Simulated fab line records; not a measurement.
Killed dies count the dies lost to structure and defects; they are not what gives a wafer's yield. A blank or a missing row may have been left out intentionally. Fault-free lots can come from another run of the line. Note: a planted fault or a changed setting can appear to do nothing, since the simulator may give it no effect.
Which tool is to blame? ; flow gf180mcu ; 39 wafers from 13 lots sampled at 4 of the route's 602 steps

== WHAT THE GAUGES SHOWED, per wafer ==
GF_NSD_TW_MEAS_12.
lot;measured;on;NSD_TW
L581;day 13 07:58;film-metro-01;4255 4234 4236
L582;day 13 19:48;film-metro-01;4284 4282 4280
L583;day 13 22:52;film-metro-04;4210 4208 4222
L585;day 14 15:01;film-metro-01;4224 4233 4244
L586;day 14 18:10;film-metro-04;4230 4249 4264
L587;day 15 05:07;film-metro-04;4215 4231 4203
L589;day 15 19:38;film-metro-01;4256 4268 4271
L590;day 16 09:14;film-metro-03;4305 4295 4296
L592;day 17 01:50;film-metro-03;4273 4284 4287
L593;day 17 14:32;film-metro-04;4218 4221 4199
L594;day 17 19:38;film-metro-01;4239 4244 4239
L596;day 18 08:29;film-metro-04;4218 4232 4214
L604;day 21 23:46;film-metro-03;4281 4295 4293

== EACH LOT AND THE TOOL THAT RAN IT (in order: tool; ch and the chambers of the sampled wafers; start) ==
lot;GF_VT_IMPLANT_STRIP_31;GF_HV_LDD_IMPLANT_34;GF_HV_LDD_STRIP_49
L581;plasma-asher-04 ch 0,1, day 6 19:25;implanter-02 ch 0, day 11 11:51;plasma-asher-04 ch 0,1, day 12 07:55
L582;plasma-asher-04 ch 0,1, day 7 04:47;implanter-04 ch 0, day 12 00:38;plasma-asher-04 ch 0,1, day 12 20:31
L583;plasma-asher-04 ch 0,1, day 7 08:44;implanter-04 ch 0, day 12 02:15;plasma-asher-04 ch 0,1, day 12 22:16
L585;plasma-asher-01 ch 0, day 7 21:11;implanter-04 ch 0, day 12 18:24;plasma-asher-04 ch 0,1, day 13 15:34
L586;plasma-asher-04 ch 0,1, day 8 01:25;implanter-04 ch 0, day 12 21:13;plasma-asher-03 ch 0,1, day 13 18:27
L587;plasma-asher-04 ch 0,1, day 8 06:28;implanter-04 ch 0, day 13 08:01;plasma-asher-03 ch 0,1, day 14 04:34
L589;plasma-asher-02 ch 0, day 8 21:32;implanter-02 ch 0, day 13 22:00;plasma-asher-01 ch 0,1, day 14 19:07
L590;plasma-asher-01 ch 0,1, day 9 03:49;implanter-01 ch 0, day 14 10:19;plasma-asher-03 ch 0, day 15 07:40
L592;plasma-asher-04 ch 0,1, day 9 21:05;implanter-04 ch 0, day 15 02:13;plasma-asher-04 ch 0,1, day 15 23:35
L593;plasma-asher-01 ch 0,1, day 10 02:16;implanter-01 ch 0, day 15 13:28;plasma-asher-04 ch 0,1, day 16 11:55
L594;plasma-asher-02 ch 0,1, day 10 07:20;implanter-01 ch 0, day 15 18:28;plasma-asher-01 ch 0,1, day 16 17:28
L596;plasma-asher-01 ch 0,1, day 10 21:35;implanter-01 ch 0, day 16 07:14;plasma-asher-04 ch 0,1, day 17 05:49
L604;plasma-asher-01 ch 0,1, day 13 18:48;implanter-02 ch 0, day 19 18:46;plasma-asher-03 ch 0,1, day 20 19:40
- GF_VT_IMPLANT_STRIP_31: strips in O2/N2.
- GF_HV_LDD_IMPLANT_34
- GF_HV_LDD_STRIP_49: strips in O2/N2.

== WHAT THE TOOLS THEMSELVES READ (means of the sampled wafers that have a number; where no wafer has one, the mark that the record gives instead) ==
GF_VT_IMPLANT_STRIP_31.
lot;tool;drypump-motor-current-A (A);heater-power-w (W);oes-product-au (a.u.);strip-time-to-endpoint-s (s)
L581;plasma-asher-04;5.8;331;0.717;12.63
L582;plasma-asher-04;6.0;307;0.710;12.57
L583;plasma-asher-04;5.8;329;0.718;12.62
L585;plasma-asher-01;5.6;311;0.719;12.58
L586;plasma-asher-04;5.8;330;0.715;12.61
L587;plasma-asher-04;6.0;307;0.716;12.63
L589;plasma-asher-02;5.8;356;0.717;12.68
L590;plasma-asher-01;5.2;335;0.720;12.59
L592;plasma-asher-04;5.8;331;0.711;12.61
L593;plasma-asher-01;5.4;317;0.715;12.59
L594;plasma-asher-02;5.7;360;0.715;12.62
L596;plasma-asher-01;5.2;330;0.721;12.60
L604;plasma-asher-01;5.4;317;0.712;12.57

GF_HV_LDD_IMPLANT_34.
lot;tool;dose-ions-cm2;faraday-current-uA
L581;implanter-02;7.5e+12;42.4
L582;implanter-04;7.5e+12;42.5
L583;implanter-04;7.5e+12;43.1
L585;implanter-04;7.5e+12;41.5
L586;implanter-04;7.5e+12;41.7
L587;implanter-04;7.5e+12;42.5
L589;implanter-02;7.5e+12;42.5
L590;implanter-01;7.5e+12;42.5
L592;implanter-04;7.5e+12;42.7
L593;implanter-01;7.5e+12;42.4
L594;implanter-01;8.5e+12;47.1
L596;implanter-01;8.5e+12;46.8
L604;implanter-02;7.5e+12;42.6

GF_HV_LDD_STRIP_49.
lot;tool;drypump-motor-current-A (A);heater-power-w (W);oes-product-au (a.u.);strip-time-to-endpoint-s (s)
L581;plasma-asher-04;5.8;331;0.718;12.65
L582;plasma-asher-04;5.8;329;0.713;12.62
L583;plasma-asher-04;5.8;328;0.719;12.59
L585;plasma-asher-04;6.0;306;0.714;12.61
L586;plasma-asher-03;5.8;338;0.714;12.59
L587;plasma-asher-03;5.4;329;0.713;12.64
L589;plasma-asher-01;5.4;316;0.719;12.67
L590;plasma-asher-03;5.0;327;0.715;12.61
L592;plasma-asher-04;6.0;302;0.714;12.61
L593;plasma-asher-04;6.0;302;0.716;12.63
L594;plasma-asher-01;5.2;331;0.714;12.65
L596;plasma-asher-04;6.0;312;0.720;12.61
L604;plasma-asher-03;5.8;334;0.717;12.64

== THE ANSWER, worked out from the rows above alone ==
Rule: the lots themselves supply what counts as usual. Put in order of their means at a reading, lots are off if they are a third of the lots or fewer, leave a main group of 4 or more, and stand apart from it by a gap of 3 or more times the standard deviation of the main group's means; of several such gaps the widest counts. Not used: any main group whose means are identical at the precision the tables above print for the reading. Also off: a lot with no number at a reading for which 4 or more lots have one. All remaining lots with rows at the step are treated as sound. First the gauges in route order, then the tools' own readings, where a lot's mean is used as printed above. The first step at which some lot is off is used, and at that step the reading that is off furthest; a lot without a number counts as furthest.
Off, at GF_HV_LDD_IMPLANT_34 on faraday-current-uA: L594, L596. Mean 42.4 and standard deviation 0.42 in the main group.
A tool fits if, at that step or a process step before it, it ran every lot that is off, and no sound lot after the first of them. One fits: GF_HV_LDD_IMPLANT_34 on implanter-01. Its last sound lot is L593 (day 15 13:28), its first lot that is off L594 (day 15 18:28): a fault that began between those two fits.
The tool's own readings at GF_HV_LDD_IMPLANT_34 bear it out: on the lots that are off they differ by more than 5 times the standard deviation of the sound lots' means. dose-ions-cm2 reads 8.5e+12 there against 7.5e+12 on the sound lots; faraday-current-uA reads 47.0 there against 42.4 on the sound lots.

== WHAT THE SIMULATOR HAD PUT IN ==
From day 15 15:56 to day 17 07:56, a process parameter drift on implanter-01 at GF_HV_LDD_IMPLANT_34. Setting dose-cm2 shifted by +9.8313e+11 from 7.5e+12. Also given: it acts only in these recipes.
Struck lots among those shown: L594, L596. Same finding as the rule above.
